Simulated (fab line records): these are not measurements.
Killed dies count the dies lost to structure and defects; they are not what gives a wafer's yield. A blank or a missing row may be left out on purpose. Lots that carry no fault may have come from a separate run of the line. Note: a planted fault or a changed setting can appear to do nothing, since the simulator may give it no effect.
Chamber matching | flow sky130 | rie-si-02 running SKY_FIELD_ISO_ETCH_17: 4 sister chambers
The step etches Si in HBr/Cl2/O2, target depth 342 nm, time 97.7 s. 20 wafers are shown with their chamber, then 10 later ones without.

== WAFERS, EACH WITH ITS CHAMBER ==
wafer  | chamber | oes-product-au (a.u.) | throttle-valve-pct (%)
L076.3 | 2       | 1.001                 | 25.655
L076.4 | 3       | 1.000                 | 25.669
L076.6 | 2       | 1.001                 | 25.653
L077.2 | 0       | 0.985                 | 25.651
L077.3 | 2       | 0.995                 | 25.658
L077.4 | 0       | 0.985                 | 25.669
L078.2 | 3       | 0.996                 | 25.665
L078.4 | 2       | 0.992                 | 25.663
L078.6 | 3       | 0.986                 | 25.650
L081.2 | 3       | 0.987                 | 25.669
L081.3 | 2       | 0.983                 | 25.664
L081.5 | 1       | 0.968                 | 25.673
L082.1 | 1       | 0.982                 | 25.666
L082.5 | 2       | 0.998                 | 25.670
L082.6 | 1       | 0.970                 | 25.680
L085.1 | 1       | 0.966                 | 25.667
L085.3 | 2       | 1.003                 | 25.655
L085.4 | 0       | 0.984                 | 25.687
L088.1 | 0       | 0.992                 | 25.669
L088.2 | 2       | 1.011                 | 25.662

SIGNATURES (means of the wafers above)
reading            | chamber 0 | chamber 1 | chamber 2 | chamber 3 | scatter within a chamber
oes-product-au     | 0.98650   | 0.97150   | 0.99800   | 0.99225   | 0.00715
throttle-valve-pct | 25.66900  | 25.67150  | 25.66000  | 25.66325  | 0.00884
Rule: for each reading, subtract the chamber's mean from the wafer's reading, divide by that reading's scatter and square the result; add these up over the readings and take the root, which gives the wafer's distance from the chamber. If the next closest chamber is less than 2 further off than the closest, the wafer can't be placed; otherwise it belongs to the closest. The scatter is the square root of a quotient: the sum, over the shown wafers, of each reading's squared deviation from its chamber's mean, divided by wafers minus chambers.

== WAFERS MISSING THEIR CHAMBER ==
wafer  | oes-product-au (a.u.) | throttle-valve-pct (%)
L088.4 | 0.988                 | 25.658
L092.1 | 1.011                 | 25.680
L092.4 | 1.002                 | 25.647
L092.5 | 0.995                 | 25.656
L094.1 | 0.994                 | 25.676
L094.2 | 0.985                 | 25.670
L094.5 | 1.005                 | 25.650
L096.2 | 0.988                 | 25.658
L096.4 | 1.004                 | 25.658
L096.5 | 1.009                 | 25.658

== WHICH CHAMBER EACH ONE RAN IN ==
wafer  | from the rows above               | in truth
L088.4 | can't be placed: 3 or 0 or 2 or 1 | 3
L092.1 | can't be placed: 2 or 3 or 0      | 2
L092.4 | can't be placed: 2 or 3 or 0      | 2
L092.5 | can't be placed: 2 or 3 or 0      | 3
L094.1 | can't be placed: 0 or 3 or 2 or 1 | 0
L094.2 | can't be placed: 0 or 3 or 1 or 2 | 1
L094.5 | can't be placed: 2 or 3 or 0      | 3
L096.2 | can't be placed: 3 or 0 or 2 or 1 | 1
L096.4 | can't be placed: 2 or 3 or 0      | 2
L096.5 | can't be placed: 2 or 3 or 0      | 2
Correct placement for 0 of the 10. Can't be placed from these rows: 10 (the true chamber is among the candidates in 10). Placed wrongly: 0.
